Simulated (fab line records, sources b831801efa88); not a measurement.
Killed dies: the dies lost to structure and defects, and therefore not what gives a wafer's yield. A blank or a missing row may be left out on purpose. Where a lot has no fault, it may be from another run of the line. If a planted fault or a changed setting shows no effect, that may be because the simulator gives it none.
The same fault as seen by 2 desks | flow sky130 | only its own numbers are on each desk; what lay behind them is given at the end

== AT THE METROLOGY DESK ==
Lot by lot, what the gauges showed, no matter which tool ran the lot: averages of those sampled wafers that carry a number. Marked OUT: a lot whose mean sits more than 4 standard deviations from the usual mean, which makes it out of limits; the brackets give that distance.
Columns: A = LDD_N_OVL at SKY_LDD_N_OVL_MEAS_07, usual 0.0 nm
lot  | first seen here | A
L465 | day 18 13:45    | 0.5
L467 | day 19 14:07    | 0.2
L475 | day 22 02:50    | -0.6
L477 | day 23 00:02    | -1.0
L485 | day 25 17:39    | 2.9
L486 | day 26 02:09    | -0.2
Result from this desk: across the 6 lots, nothing is out of limits.

== TOOL OWNER'S DESK, implanter-01 ==
SKY_LDD_N_IMPLANT_15, tool's own readings: per-lot mean of the sampled wafers with a number, covering each lot this tool ran. Marked OUT: a lot whose mean sits more than 4 standard deviations from the usual mean, which makes it out of limits; the brackets give that distance.
Columns: A = dose-ions-cm2 at SKY_LDD_N_IMPLANT_15, usual 4.999e+12; B = faraday-current-uA at SKY_LDD_N_IMPLANT_15, usual 28.2
lot  | first seen here | A                           | B
L467 | day 19 15:15    | 4.998e+12                   | 28.1
L475 | day 22 03:55    | 3.307e+12 (-99 or more) OUT | 19.1 (-17) OUT
L477 | day 23 01:09    | 3.306e+12 (-99 or more) OUT | 18.4 (-18) OUT
Finding of this desk: L475, L477 out of limits; the first was L475 at day 22 03:55, on dose-ions-cm2 at SKY_LDD_N_IMPLANT_15. L467: within limits.

== BROUGHT TOGETHER ==
The tool owner's desk could have raised an alarm at day 22 03:55, on L475, L477.
At the metrology desk, nothing out of limits was observed.
The metrology desk has L475, L477 on record, within its limits.
Of the lots named, all ran SKY_LDD_N_IMPLANT_15 on implanter-01.

== WHAT THE SIMULATOR PUT IN ==
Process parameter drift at SKY_LDD_N_IMPLANT_15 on implanter-01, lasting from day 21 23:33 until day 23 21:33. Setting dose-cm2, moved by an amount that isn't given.
Lots struck among those shown: L475, L477.
Time in hours from fault onset to the first out-of-limits reading at each desk: the tool owner's desk, 4.
